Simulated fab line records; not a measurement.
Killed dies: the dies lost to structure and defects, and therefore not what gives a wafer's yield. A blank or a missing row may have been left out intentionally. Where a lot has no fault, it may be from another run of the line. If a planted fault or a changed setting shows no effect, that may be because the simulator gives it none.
Which tool did it? -- flow sky130 -- 39 wafers from 13 lots sampled at 5 of the route's 708 steps

## WHAT THE GAUGES READ, wafer by wafer
SKY_POLY_GATE_OVL_MEAS_14.
lot,measured,on,POLY_GATE_OVL (nm)
L894,day 16 13:05,overlay-02,-7 -3 0
L896,day 16 23:14,overlay-02,4 2 1
L900,day 19 05:46,overlay-01,3 11 -8
L901,day 19 06:43,overlay-01,1 -7 -2
L906,day 20 23:26,overlay-01,-6 5 -2
L905,day 20 23:38,overlay-02,-5 -6 0
L908,day 21 09:43,overlay-02,-6 -2 -4
L907,day 21 12:31,overlay-02,-17 -6 -11
L911,day 22 10:59,overlay-01,2 4 -1
L913,day 23 01:19,overlay-02,5 0 1
L914,day 23 12:35,overlay-02,2 -5 7
L915,day 24 00:13,overlay-01,1 2 10
L917,day 25 01:01,overlay-01,-3 -1 -4

SKY_LDD_N_OVL_MEAS_07.
lot,measured,on,LDD_N_OVL (nm)
L894,day 17 19:40,overlay-02,0.9 -0.3 -0.3
L896,day 18 06:56,overlay-02,-3.1 -1.9 -2.2
L900,day 20 13:31,overlay-02,-2.6 -1.4 -2.8
L901,day 20 15:01,overlay-01,-3.3 -4.7 -2.0
L906,day 22 09:40,overlay-01,-2.2 -0.5 0.0
L905,day 22 09:58,overlay-02,-1.8 -2.2 -1.0
L908,day 22 17:26,overlay-01,2.3 0.9 1.1
L907,day 22 20:52,overlay-01,-2.1 -2.3 -1.8
L911,day 23 20:52,overlay-01,0.1 -0.5 -1.0
L913,day 24 09:58,overlay-01,-2.3 0.0 -2.9
L914,day 24 18:31,overlay-01,-3.7 -3.4 -3.9
L915,day 25 07:25,overlay-01,-0.5 -1.7 -1.2
L917,day 26 08:24,overlay-02,1.5 0.4 0.0

SKY_LDD_HVP_OVL_MEAS_07.
lot,measured,on,LDD_HVP_OVL (nm)
L894,day 21 14:40,overlay-01,-1.4 -2.7 -1.3
L896,day 22 04:07,overlay-02,0.7 -0.3 -0.7
L900,day 24 09:10,overlay-02,1.1 -0.3 -2.4
L901,day 24 10:52,overlay-02,-2.1 -2.9 -2.0
L906,day 26 03:41,overlay-02,-1.0 -1.5 1.0
L905,day 26 04:27,overlay-02,0.2 0.1 0.6
L908,day 26 11:34,overlay-01,-2.9 -2.8 0.0
L907,day 26 14:38,overlay-01,2.8 0.2 0.9
L911,day 27 15:07,overlay-01,0.2 -0.7 0.0
L913,day 28 02:49,overlay-01,-1.6 -0.8 -2.3
L914,day 28 12:13,overlay-01,-1.3 -1.2 -0.9
L915,day 29 01:37,overlay-02,0.5 0.4 1.5
L917,day 30 01:04,overlay-01,-0.6 -1.8 0.6

SKY_LDD_HVP_TW_MEAS_10.
lot,measured,on,LDD_HVP_TW
L894,day 21 14:58,filmMetro-03,461.4 461.0 459.2
L896,day 22 04:24,filmMetro-03,463.9 462.4 460.6
L900,day 24 09:27,filmMetro-02,455.7 461.6 456.2
L901,day 24 11:10,filmMetro-03,456.4 458.4 457.4
L906,day 26 03:59,filmMetro-03,473.6 474.1 471.8
L905,day 26 04:44,filmMetro-01,468.3 468.9 471.1
L908,day 26 11:52,filmMetro-03,459.3 459.2 460.3
L907,day 26 14:56,filmMetro-03,459.6 457.3 460.2
L911,day 27 15:24,filmMetro-03,455.1 456.8 455.8
L913,day 28 03:06,filmMetro-01,454.0 451.8 452.7
L914,day 28 12:31,filmMetro-03,464.2 461.5 460.3
L915,day 29 02:04,filmMetro-02,463.1 463.7 464.4
L917,day 30 01:21,filmMetro-03,458.1 456.3 459.3

## WHAT TOOL EACH LOT RAN ON (gives the tool, then ch and the chambers of the sampled wafers, and finally the start)
lot,SKY_LDD_HVP_IMPLANT_08
L894,"implanter-01 ch 0, day 21 14:46"
L896,"implanter-01 ch 0, day 22 04:10"
L900,"implanter-02 ch 0, day 24 09:13"
L901,"implanter-04 ch 0, day 24 10:55"
L906,"implanter-02 ch 0, day 26 03:44"
L905,"implanter-02 ch 0, day 26 04:29"
L908,"implanter-04 ch 0, day 26 11:37"
L907,"implanter-01 ch 0, day 26 14:41"
L911,"implanter-04 ch 0, day 27 15:10"
L913,"implanter-04 ch 0, day 28 02:51"
L914,"implanter-02 ch 0, day 28 12:18"
L915,"implanter-04 ch 0, day 29 01:44"
L917,"implanter-04 ch 0, day 30 01:06"
- SKY_LDD_HVP_IMPLANT_08

## WHAT THE TOOLS THEMSELVES READ (means of the sampled wafers that have a number; where no wafer has one, the mark that the record gives instead)
SKY_LDD_HVP_IMPLANT_08.
lot,tool,beamOnS (s),doseIonsCm2,endStationPressureTorr (Torr),faradayCurrentUA
L894,implanter-01,10.01,1.7042e+13,4.94e-06,96.1
L896,implanter-01,9.90,1.7007e+13,4.97e-06,96.7
L900,implanter-02,10.11,1.7004e+13,5.12e-06,94.7
L901,implanter-04,10.18,1.7017e+13,5.32e-06,94.4
L906,implanter-02,10.93,1.6994e+13,6.11e-05,84.7
L905,implanter-02,10.88,1.6988e+13,6.18e-05,85.0
L908,implanter-04,10.10,1.6988e+13,5.11e-06,95.1
L907,implanter-01,9.94,1.6998e+13,4.97e-06,96.4
L911,implanter-04,9.94,1.6999e+13,5.02e-06,96.2
L913,implanter-04,9.90,1.7006e+13,5.17e-06,96.8
L914,implanter-02,9.97,1.6996e+13,5.19e-06,96.1
L915,implanter-04,10.06,1.6983e+13,4.98e-06,95.3
L917,implanter-04,10.13,1.7016e+13,5.07e-06,94.7

## THE ANSWER, worked out from the rows above alone
Rule: the lots themselves supply what counts as usual. Put in order of their means at a reading, lots are off if they are a third of the lots or fewer, leave a main group of 4 or more, and stand apart from it by a gap of 3 or more times the standard deviation of the main group's means; of several such gaps the widest counts. Not used: any main group whose means are identical at the precision the tables above print for the reading. Also off: a lot with no number at a reading for which 4 or more lots have one. The other lots that the step has rows for count as sound. Order of review: gauges by route order, followed by the tools' own readings, for which a lot's mean as printed above is used. The first step at which some lot is off is used, and at that step the reading that is off furthest; a lot without a number counts as furthest.
Off at SKY_LDD_HVP_IMPLANT_08 (endStationPressureTorr): L906, L905. Mean 5.08e-06 Torr and standard deviation 1.1e-07 in the main group.
A tool fits if, at that step or a process step before it, it ran every lot that is off, and no sound lot after the first of them. Of those tried, none fits.

## WHAT WAS PUT IN BY THE SIMULATOR
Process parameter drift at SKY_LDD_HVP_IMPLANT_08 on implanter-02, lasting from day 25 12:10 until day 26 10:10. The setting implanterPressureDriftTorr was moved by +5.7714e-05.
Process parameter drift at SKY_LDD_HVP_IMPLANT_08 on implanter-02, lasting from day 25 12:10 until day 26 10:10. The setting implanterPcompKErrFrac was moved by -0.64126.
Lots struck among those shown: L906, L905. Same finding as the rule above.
